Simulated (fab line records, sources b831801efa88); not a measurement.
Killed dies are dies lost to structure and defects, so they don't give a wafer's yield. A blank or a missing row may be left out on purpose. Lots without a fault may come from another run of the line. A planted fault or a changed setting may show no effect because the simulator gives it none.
Which tool did it? | flow gf180mcu | 11 lots, 33 wafers sampled, at 7 steps of a route of 602

WHAT THE GAUGES READ, wafer by wafer
GF_V2_BOW_MEAS_05. Usual: V2_BOW 97 um, standard deviation 7.8.
lot  | measured     | on            | V2_BOW (um) | flag
L331 | day 19 10:44 | film_metro-03 | 87 89 101   |
L332 | day 19 14:59 | film_metro-02 | 98 90 95    |
L335 | day 20 22:38 | film_metro-03 | 115 94 105  |
L337 | day 21 17:59 | film_metro-02 | 93 95 105   |
L338 | day 22 04:25 | film_metro-04 | 86 99 102   |
L339 | day 22 12:50 | film_metro-04 | 100 111 105 |
L341 | day 23 07:53 | film_metro-04 | 104 91 95   |
L343 | day 23 22:43 | film_metro-03 | 96 96 94    |
L351 | day 26 08:08 | film_metro-04 | 93 86 107   |
L353 | day 27 01:10 | film_metro-04 | 102 114 113 |
L354 | day 27 04:09 | film_metro-02 | 100 109 100 |

GF_V2_RS_MEAS_24: measures by four-point-probe. Usual: V2_W_RS 0.327 ohm/sq, standard deviation 0.0034.
lot  | measured     | on            | V2_W_RS (ohm/sq)  | flag
L331 | day 20 11:58 | film_metro-03 | 0.329 0.327 0.325 |
L332 | day 20 16:18 | film_metro-02 | 0.327 0.329 0.330 |
L335 | day 21 23:25 | film_metro-03 | 0.323 0.324 0.326 |
L337 | day 22 18:55 | film_metro-03 | 0.327 0.328 0.331 |
L338 | day 23 05:14 | film_metro-04 | 0.325 0.318 0.326 |
L339 | day 23 12:14 | film_metro-02 | 0.325 0.329 0.326 |
L341 | day 24 07:23 | film_metro-03 | 0.330 1.003 0.332 | OFF
L343 | day 24 21:52 | film_metro-03 | 0.326 0.962 0.324 | OFF
L351 | day 27 06:09 | film_metro-04 | 0.323 0.330 0.325 |
L353 | day 27 22:21 | film_metro-03 | 0.332 0.329 0.330 |
L354 | day 28 02:03 | film_metro-04 | 0.328 0.326 0.330 |

GF_V2_THK_MEAS_25: measures by xrf. Usual: V2_W_THK 358 nm, standard deviation 5.5.
lot  | measured     | on            | V2_W_THK (nm) | flag
L331 | day 20 12:04 | film_metro-03 | 356 362 360   |
L332 | day 20 16:25 | film_metro-02 | 354 351 353   |
L335 | day 21 23:32 | film_metro-03 | 365 364 363   |
L337 | day 22 19:02 | film_metro-03 | 361 359 358   |
L338 | day 23 05:20 | film_metro-04 | 362 368 363   |
L339 | day 23 12:20 | film_metro-02 | 356 352 355   |
L341 | day 24 07:31 | film_metro-03 | 357 118 351   | OFF
L343 | day 24 21:59 | film_metro-03 | 358 123 360   | OFF
L351 | day 27 06:16 | film_metro-04 | 368 357 362   |
L353 | day 27 22:28 | film_metro-03 | 352 357 355   |
L354 | day 28 02:09 | film_metro-04 | 358 361 357   |

GF_M3_CD_MEAS_14: target cd 280 nm. Usual: cd_nm 280.4 nm, standard deviation 1.2.
lot  | measured     | on        | cd_nm (nm)        | flag
L331 | day 21 12:46 | cd_sem-01 | 279.9 279.0 279.4 |
L332 | day 21 17:35 | cd_sem-01 | 281.3 280.0 281.5 |
L335 | day 22 23:04 | cd_sem-01 | 280.7 279.6 280.4 |
L337 | day 23 18:30 | cd_sem-02 | 279.5 279.1 278.7 |
L338 | day 24 05:00 | cd_sem-02 | 281.3 280.2 280.6 |
L339 | day 24 10:59 | cd_sem-01 | 280.4 281.1 278.9 |
L341 | day 25 05:41 | cd_sem-01 | 283.3 284.1 283.2 |
L343 | day 25 19:27 | cd_sem-01 | 278.3 278.6 278.8 |
L351 | day 28 03:12 | cd_sem-02 | 280.7 280.7 280.2 |
L353 | day 28 18:23 | cd_sem-01 | 280.2 281.2 281.8 |
L354 | day 28 22:26 | cd_sem-01 | 280.2 280.0 281.3 |

WHICH TOOL RAN EACH LOT (tool, then ch and the chambers of the sampled wafers, then the start)
lot  | GF_V2_CVD_23                  | GF_V2_CMP_26                  | GF_M3_SPUTTER_00
L331 | cvd_w-02 ch 0,1, day 20 11:52 | cmp-02 ch 0,2,3, day 20 12:16 | pvd_sputter-04, day 20 12:25
L332 | cvd_w-02 ch 0, day 20 16:10   | cmp-01 ch 0,2, day 20 16:31   | pvd_sputter-02, day 20 16:46
L335 | cvd_w-01 ch 0,1, day 21 23:19 | cmp-02 ch 0,1, day 21 23:39   | pvd_sputter-04, day 21 23:54
L337 | cvd_w-01 ch 0,1, day 22 18:48 | cmp-02 ch 0,2,3, day 22 19:08 | pvd_sputter-02, day 22 19:23
L338 | cvd_w-01 ch 0,1, day 23 05:05 | cmp-02 ch 1,2,3, day 23 05:23 | pvd_sputter-02, day 23 05:41
L339 | cvd_w-01 ch 0,1, day 23 12:07 | cmp-01 ch 1,2,3, day 23 12:23 | pvd_sputter-01, day 23 12:41
L341 | cvd_w-01 ch 0,1, day 24 07:17 | cmp-02 ch 1,2,3, day 24 07:34 | pvd_sputter-02, day 24 07:52
L343 | cvd_w-01 ch 0,1, day 24 21:46 | cmp-02 ch 0,1,3, day 24 22:06 | pvd_sputter-01, day 24 22:21
L351 | cvd_w-02 ch 1, day 27 06:02   | cmp-01 ch 0,2, day 27 06:23   | pvd_sputter-02, day 27 06:38
L353 | cvd_w-01 ch 1, day 27 22:14   | cmp-01 ch 1,2, day 27 22:32   | pvd_sputter-02, day 27 22:50
L354 | cvd_w-01 ch 0,1, day 28 01:56 | cmp-01 ch 0,2,3, day 28 02:17 | pvd_sputter-01, day 28 02:29
- GF_V2_CVD_23: deposits W, target thk 350 nm, time 104.94 s.
- GF_V2_CMP_26: polishes, stops on SiO2, t overpolish 15 s, target thk 0 nm.
- GF_M3_SPUTTER_00: material Ti, target thk 37.5 nm, time 150 s.

WHAT THE TOOLS THEMSELVES READ (means of the sampled wafers that have a number; where no wafer has one, the mark that the record gives instead)
GF_V2_CVD_23. Usual: heater_power_w 859 W, standard deviation 120.
lot  | tool     | heater_power_w (W) | flag
L331 | cvd_w-02 | 972                |
L332 | cvd_w-02 | 1020               |
L335 | cvd_w-01 | 817                |
L337 | cvd_w-01 | 815                |
L338 | cvd_w-01 | 803                |
L339 | cvd_w-01 | 755                |
L341 | cvd_w-01 | 827                |
L343 | cvd_w-01 | 820                |
L351 | cvd_w-02 | 895                |
L353 | cvd_w-01 | 885                |
L354 | cvd_w-01 | 828                |

GF_V2_CMP_26. Usual: motor_current_A 11.1 A, standard deviation 0.84; platen_rpm 60.00 rpm, standard deviation 0.044; time_to_endpoint_s 86.3 s, standard deviation 2.7.
lot  | tool   | motor_current_A (A) | platen_rpm (rpm) | time_to_endpoint_s (s) | flag
L331 | cmp-02 | 11.6                | 60.00            | 87.0                   |
L332 | cmp-01 | 11.0                | 60.01            | 87.9                   |
L335 | cmp-02 | 11.3                | 60.04            | 86.3                   |
L337 | cmp-02 | 11.8                | 60.04            | 84.3                   |
L338 | cmp-02 | 10.6                | 60.01            | 86.5                   |
L339 | cmp-01 | 10.9                | 59.94            | 88.9                   |
L341 | cmp-02 | 10.9                | 60.03            | 66.8                   | OFF
L343 | cmp-02 | 11.4                | 60.01            | 69.5                   | OFF
L351 | cmp-01 | 11.3                | 60.01            | 90.2                   |
L353 | cmp-01 | 10.0                | 60.05            | 84.3                   |
L354 | cmp-01 | 11.2                | 60.01            | 87.8                   |

GF_M3_SPUTTER_00. Usual: throttle_valve_pct 29.8 %, standard deviation 0.96.
lot  | tool           | throttle_valve_pct (%) | flag
L331 | pvd_sputter-04 | 29.0                   |
L332 | pvd_sputter-02 | 30.0                   |
L335 | pvd_sputter-04 | 29.3                   |
L337 | pvd_sputter-02 | 30.5                   |
L338 | pvd_sputter-02 | 31.0                   |
L339 | pvd_sputter-01 | 29.7                   |
L341 | pvd_sputter-02 | 30.4                   |
L343 | pvd_sputter-01 | 29.8                   |
L351 | pvd_sputter-02 | 30.2                   |
L353 | pvd_sputter-02 | 30.8                   |
L354 | pvd_sputter-01 | 29.1                   |

THE ANSWER, worked out from the rows above alone
Rule: a lot is off if the mean of its wafers that have a number lies more than 3 standard deviations from the usual mean. A lot without any number at a reading at which 4 lots or more have one is off too. The other lots that the step has rows for count as sound. The gauges are gone through in route order, then the tools' own readings, and for those a lot's mean is taken as printed above. The first step at which some lot is off is used, and at that step the reading that is off furthest; a lot without a number counts as furthest.
Off: L341, L343, at GF_V2_RS_MEAS_24 (V2_W_RS).
A tool fits if, at a process step before that reading, it ran every lot that is off, and no sound lot after the first of them. The gauges at GF_V2_RS_MEAS_24 aren't tried: what is off there is off at GF_V2_CMP_26 too, on other tools, and a gauge's error can't cause that. None of those tried fits.

WHAT THE SIMULATOR HAD PUT IN
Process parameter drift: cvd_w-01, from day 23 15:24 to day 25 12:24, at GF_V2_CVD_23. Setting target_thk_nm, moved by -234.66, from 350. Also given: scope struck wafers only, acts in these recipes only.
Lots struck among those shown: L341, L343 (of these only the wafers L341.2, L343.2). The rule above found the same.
